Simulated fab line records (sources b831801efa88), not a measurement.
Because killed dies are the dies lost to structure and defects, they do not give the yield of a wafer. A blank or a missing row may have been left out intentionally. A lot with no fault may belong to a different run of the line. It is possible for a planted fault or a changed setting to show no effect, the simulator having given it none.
Comparing a struck lot with a sound one	flow sky130	15 out of 708 route steps
Sound: wafers L989.1, L989.2, L989.6. Wafers L104.1, L104.3, L104.4 were the ones struck. The cause is named last.
Per side, at each step with rows, come the tool, then ch with its chambers, and then its first start. Under that, the readings that differ: sound wafers	struck wafers	difference of the means	sigmas: that difference in standard deviations of wafers without a fault.
alike: readings with means less than 2 such deviations apart, plus words and numbers identical on both sides. not compared: withheld readings, readings lacking a value on some wafer, bounds such as >300 that could conceal the same value, and numbers that have no deviation in the record and whose values overlap.
A row with sigmas, a row that says differs or no value, or rows on one side alone: a step with any of these is where the two part. When numbers do not overlap yet have no deviation, they are printed without sigmas and do not part them. A reading missing from all wafers of one side parts the sides only when that side holds two or more wafers.

SKY_METAL1_STRIP_20: strips in O2/N2.
  sound on plasma asher-01 ch 0,1, day 33 03:27; struck on plasma asher-04 ch 0,1, day 39 02:29
  alike: drypump motor current A, n2 flow sccm, oes product au, strip time to endpoint s
  not compared: rf hours counter h
then, 4 steps without rows for these wafers: SKY_METAL1_STRIP_21 (strips in post etch residue remover, time 1200 s); SKY_METAL1_CLEAN_22 (cleans in IPA, time 180 s); SKY_METAL1_CLEAN_23 (cleans in O3/DIW); SKY_VIA1_HDPCVD_00 (deposits SiO2, target thk 1030 nm, time 171.7 s).
SKY_VIA1_THK_MEAS_01:
  struck on film metro-02, day 39 03:17; sound on film metro-01, day 33 04:13
  alike: VIA1_HDPCVD_THK
SKY_VIA1_CMP_02: polishes SiO2.
  sound on cmp-01 ch 0,3, day 33 04:17; struck on cmp-02 ch 0,1,2, day 39 03:21
  alike: motor current A
SKY_VIA1_BOW_MEAS_03:
  struck on film metro-01, day 39 03:39; sound on film metro-02, day 33 04:35
  alike: VIA1_BOW
then, 4 steps without rows for these wafers: SKY_VIA1_DEHYDRATE_04 (time 60 s); SKY_VIA1_HMDS_05 (prime time 60 s); SKY_VIA1_COAT_06 (resist thk 60 nm); SKY_VIA1_COAT_07 (resist thk 450 nm).
SKY_VIA1_SOFTBAKE_08: time 90 s.
  sound on litho track-02 ch 0, day 33 16:00; struck on litho track-03 ch 0, day 39 16:00
reading	sound	struck	difference	sigmas
heater power total W (W)	57.48 57.50 57.17	58.24 58.51 58.52	+1.04	+9
run length s (s)	119.38 119.21 119.26	113.73 113.79 113.85	-5.49	-55
  alike: exhaust pa
then, 1 step without rows for these wafers: SKY_VIA1_EXPOSE_09 (exposes mask VIM, target cd 150 nm).
SKY_PAD_OPEN_PROBE_99:
  the record holds rows for the sound wafers here (prober-01, day 45 18:46) but none for the struck ones

## WHERE THEY PART
Earliest at SKY_VIA1_SOFTBAKE_08; latest, in this record, at SKY_PAD_OPEN_PROBE_99.

WHY: what the simulator had put in
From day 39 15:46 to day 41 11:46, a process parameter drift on litho track-03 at SKY_VIA1_SOFTBAKE_08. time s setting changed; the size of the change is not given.
